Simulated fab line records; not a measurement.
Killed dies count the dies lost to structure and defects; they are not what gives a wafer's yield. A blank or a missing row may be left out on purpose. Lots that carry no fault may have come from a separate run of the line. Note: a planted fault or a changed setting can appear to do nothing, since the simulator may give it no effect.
Which tool was responsible? -- flow gf180mcu -- 39 wafers from 13 lots sampled at 6 of the route's 602 steps

## WHAT THE GAUGES READ, wafer by wafer
GF_POLY_GATE_THK_MEAS_17. Usual: POLY_GATE_OXIDATION_THK 3.96 nm, standard deviation 0.079.
lot,measured,on,POLY_GATE_OXIDATION_THK (nm),flag
L176,day 9 09:09,film metro-04,4.07 4.11 4.10,
L177,day 9 13:53,film metro-02,4.06 4.01 3.99,
L182,day 10 23:54,film metro-02,3.95 3.90 4.01,
L183,day 11 08:33,film metro-02,3.99 4.00 3.97,
L184,day 11 19:13,film metro-03,3.94 3.84 3.92,
L185,day 11 22:35,film metro-02,3.93 3.93 3.99,
L186,day 12 07:08,film metro-02,4.05 4.06 4.00,
L188,day 12 18:46,film metro-03,3.95 4.02 3.95,
L190,day 13 09:02,film metro-04,3.85 3.86 3.93,
L191,day 13 14:19,film metro-02,3.99 4.05 4.08,
L193,day 14 07:58,film metro-02,3.99 3.98 4.09,
L194,day 14 12:13,film metro-02,3.90 3.89 3.88,
L195,day 14 18:36,film metro-03,3.96 3.91 3.90,

GF_NSD_CD_MEAS_07: target cd 400 nm. Usual: cd nm 400.6 nm, standard deviation 2.3.
lot,measured,on,cd nm (nm),flag
L176,day 13 10:56,cd sem-01,397.9 397.9 397.9,
L177,day 13 14:47,cd sem-02,398.8 398.8 401.1,
L182,day 15 09:21,cd sem-01,399.1 403.0 399.9,
L183,day 15 18:50,cd sem-02,400.3 400.0 401.0,
L184,day 16 06:15,cd sem-01,399.3 400.8 399.6,
L185,day 16 11:20,cd sem-02,402.1 401.9 401.7,
L186,day 16 18:43,cd sem-01,401.2 400.0 400.2,
L188,day 17 10:35,cd sem-01,403.9 404.2 404.0,
L190,day 18 01:51,cd sem-02,396.3 397.6 398.6,
L191,day 18 06:44,cd sem-01,396.9 396.3 397.5,
L193,day 19 04:14,cd sem-01,401.1 399.8 400.6,
L194,day 19 09:00,cd sem-01,401.9 401.1 403.3,
L195,day 19 16:22,cd sem-02,- - -,OFF

GF_NSD_TW_MEAS_12. Usual: NSD_TW 4202, standard deviation 38.
lot,measured,on,NSD_TW,flag
L176,day 13 11:29,film metro-02,4204 4202 4213,
L177,day 13 15:20,film metro-03,4179 4177 4177,
L182,day 15 09:54,film metro-01,4275 4265 4269,
L183,day 15 19:23,film metro-03,4182 4161 4184,
L184,day 16 06:48,film metro-02,4218 4195 4213,
L185,day 16 11:54,film metro-01,4277 4291 4280,
L186,day 16 19:16,film metro-03,4176 4161 4176,
L188,day 17 11:08,film metro-02,4211 4198 4208,
L190,day 18 02:23,film metro-02,4204 4175 4184,
L191,day 18 07:16,film metro-03,4166 4162 4153,
L193,day 19 04:48,film metro-02,4186 4191 4170,
L194,day 19 09:34,film metro-03,4180 4157 4141,
L195,day 19 16:55,film metro-02,30 30 30,OFF

GF_PSD_RS_MEAS_15: a four-point-probe measurement. Usual: PSD_RS 108.1 ohm/sq, standard deviation 0.31.
lot,measured,on,PSD_RS (ohm/sq),flag
L176,day 14 08:53,film metro-02,108.1 108.0 107.8,
L177,day 14 12:34,film metro-03,108.6 108.4 108.9,
L182,day 16 07:57,film metro-01,108.3 108.2 108.0,
L183,day 16 16:57,film metro-01,107.7 107.8 108.0,
L184,day 17 04:57,film metro-02,107.9 107.9 107.7,
L185,day 17 11:13,film metro-01,108.1 108.0 107.9,
L186,day 17 18:12,film metro-03,108.3 108.1 108.0,
L188,day 18 11:01,film metro-01,108.0 107.8 108.2,
L190,day 19 02:50,film metro-02,108.1 108.3 108.2,
L191,day 19 07:31,film metro-01,108.1 108.2 108.4,
L193,day 20 06:17,film metro-01,108.3 108.2 108.5,
L194,day 20 10:55,film metro-01,108.7 108.2 108.4,
L195,day 20 18:09,film metro-01,107.8 107.9 107.7,

## WHAT TOOL EACH LOT RAN ON (gives the tool, then ch and the chambers of the sampled wafers, and finally the start)
lot,GF_HV_LDD_STRIP_10,GF_NSD_EXPOSE_04
L176,"plasma asher-01 ch 0,1, day 10 03:13","iline stepper-01 ch 0, day 13 00:59"
L177,"plasma asher-03 ch 0,1, day 10 07:37","iline stepper-02 ch 0, day 13 05:04"
L182,"plasma asher-03 ch 0, day 11 19:25","iline stepper-02 ch 0, day 14 22:43"
L183,"plasma asher-03 ch 0,1, day 12 03:49","iline stepper-01 ch 0, day 15 08:30"
L184,"plasma asher-02 ch 0,1, day 12 14:47","iline stepper-02 ch 0, day 15 19:33"
L185,"plasma asher-02 ch 0,1, day 12 18:08","iline stepper-01 ch 0, day 16 00:40"
L186,"plasma asher-01 ch 0,1, day 13 03:13","iline stepper-02 ch 0, day 16 07:59"
L188,"plasma asher-02 ch 0,1, day 13 15:22","iline stepper-01 ch 0, day 16 23:23"
L190,"plasma asher-03 ch 0,1, day 14 06:01","iline stepper-02 ch 0, day 17 14:03"
L191,"plasma asher-01 ch 0,1, day 14 11:06","iline stepper-01 ch 0, day 17 18:29"
L193,"plasma asher-03 ch 0,1, day 15 04:58","iline stepper-01 ch 0, day 18 16:09"
L194,"plasma asher-02 ch 0,1, day 15 09:58","iline stepper-02 ch 0, day 18 20:42"
L195,"plasma asher-03 ch 0,1, day 15 16:23","iline stepper-02 ch 0, day 19 04:12"
- GF_HV_LDD_STRIP_10: strips in O2/N2.
- GF_NSD_EXPOSE_04: exposes mask Nplus, target cd 400 nm.

## AS READ BY THE TOOLS THEMSELVES (means over the sampled wafers that have a number; for cases with no such wafer, the mark the record gives instead)
GF_HV_LDD_STRIP_10. Usual: drypump motor current A 5.6 A, standard deviation 0.4; heater power w 316 W, standard deviation 35; oes product au 0.716 a.u., standard deviation 0.0042; platen temp c 250.01 C, standard deviation 0.19; strip time to endpoint s 12.64 s, standard deviation 0.034.
lot,tool,drypump motor current A (A),heater power w (W),oes product au (a.u.),platen temp c (C),strip time to endpoint s (s),flag
L176,plasma asher-01,5.9,353,0.718,249.83,12.65,
L177,plasma asher-03,5.6,295,0.717,249.95,12.62,
L182,plasma asher-03,5.2,302,0.718,249.85,12.65,
L183,plasma asher-03,5.6,296,0.720,250.16,12.65,
L184,plasma asher-02,5.4,332,0.717,250.18,12.63,
L185,plasma asher-02,5.4,332,0.718,249.91,12.65,
L186,plasma asher-01,5.9,356,0.720,249.93,12.60,
L188,plasma asher-02,5.4,326,0.716,250.02,12.64,
L190,plasma asher-03,5.6,298,0.714,249.86,12.65,
L191,plasma asher-01,5.9,353,0.713,250.17,12.59,
L193,plasma asher-03,5.6,291,0.719,249.94,12.64,
L194,plasma asher-02,5.1,315,0.716,250.14,12.62,
L195,plasma asher-03,5.6,290,0.716,249.87,12.62,

GF_NSD_EXPOSE_04. Usual: focus offset nm 0.0 nm, standard deviation 0.54.
lot,tool,focus offset nm (nm),flag
L176,iline stepper-01,-0.5,
L177,iline stepper-02,-0.1,
L182,iline stepper-02,0.7,
L183,iline stepper-01,0.5,
L184,iline stepper-02,0.1,
L185,iline stepper-01,0.1,
L186,iline stepper-02,0.1,
L188,iline stepper-01,0.5,
L190,iline stepper-02,-0.3,
L191,iline stepper-01,-0.4,
L193,iline stepper-01,1.0,
L194,iline stepper-02,-0.1,
L195,iline stepper-02,-0.1,

## THE ANSWER, worked out from the rows above alone
Rule: lot off if the mean of its wafers having a number is beyond 3 standard deviations from the usual mean. A lot without any number at a reading at which 4 lots or more have one is off too. Any other lot the step has rows for is counted as sound. The gauges are gone through in route order, then the tools' own readings, and for those a lot's mean is taken as printed above. At the first step where some lot is off, the reading lying furthest off is the one used; lots without a number count as furthest.
Off, at GF_NSD_CD_MEAS_07 on cd nm: L195. Without a number there: L195.
A tool fits if, at a process step before that reading, it ran every lot that is off, and no sound lot after the first of them. Not tried: the gauges at GF_NSD_CD_MEAS_07; whatever is off there is also off at GF_NSD_TW_MEAS_12, on other tools, and gauge error can't account for it. Can't be told from this: 2 tools fit, plasma asher-03 at GF_HV_LDD_STRIP_10, iline stepper-02 at GF_NSD_EXPOSE_04.

## WHAT HAD BEEN PUT IN BY THE SIMULATOR
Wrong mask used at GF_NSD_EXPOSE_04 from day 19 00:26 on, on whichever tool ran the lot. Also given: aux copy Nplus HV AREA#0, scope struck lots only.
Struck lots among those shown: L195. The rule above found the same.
